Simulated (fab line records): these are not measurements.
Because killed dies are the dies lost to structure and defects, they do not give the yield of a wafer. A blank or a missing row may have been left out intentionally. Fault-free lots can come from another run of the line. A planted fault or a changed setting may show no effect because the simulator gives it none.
Chamber matching    flow sky130    SKY_VIA1_ETCH_14 on rieDiel-03: 4 sister chambers
The step etches BARC in N2/H2, stops on SiO2, time 45.9 s, target depth 60 nm. 8 wafers are shown with their chamber, then 7 later ones without.

## EACH WAFER AND ITS CHAMBER
wafer   chamber  drypumpMotorCurrentA (A)  rfFwdPowerW (W)
L221.1  1        6.1                       494.6
L221.5  3        5.0                       497.1
L221.6  2        5.9                       495.8
L222.1  2        5.9                       496.1
L222.3  0        5.8                       494.6
L222.5  3        5.1                       497.8
L225.2  0        5.8                       496.9
L225.3  1        6.0                       493.0

## WAFERS WITH NO CHAMBER GIVEN
wafer   drypumpMotorCurrentA (A)  rfFwdPowerW (W)
L225.6  5.1                       496.6
L227.3  5.9                       497.0
L227.4  5.9                       495.5
L227.6  6.0                       495.4
L230.2  5.8                       493.5
L230.3  6.1                       492.8
L230.5  5.9                       493.2

## EACH ONE'S CHAMBER
wafer   from the rows above           in truth
L225.6  3                             3
L227.3  can't be placed: 2 or 0       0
L227.4  can't be placed: 2 or 0       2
L227.6  can't be placed: 1 or 2       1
L230.2  can't be placed: 0 or 2       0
L230.3  1                             1
L230.5  can't be placed: 2 or 1 or 0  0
2 of 7 placed correctly. Cannot be placed on the basis of these rows: 5; the candidates contain the true chamber in 5. Wrongly placed: 0.
How it was worked out, from the rows above alone: a wafer's distance from a chamber is the root of the sum, over the readings, of the square of ((its reading less the chamber's mean) divided by the reading's scatter). The wafer belongs to the nearest chamber; if the next one is less than 2 further off, it can't be placed. A chamber's mean is the mean of its shown wafers. The scatter is the square root of a quotient: the sum, over the shown wafers, of each reading's squared deviation from its chamber's mean, divided by wafers minus chambers.
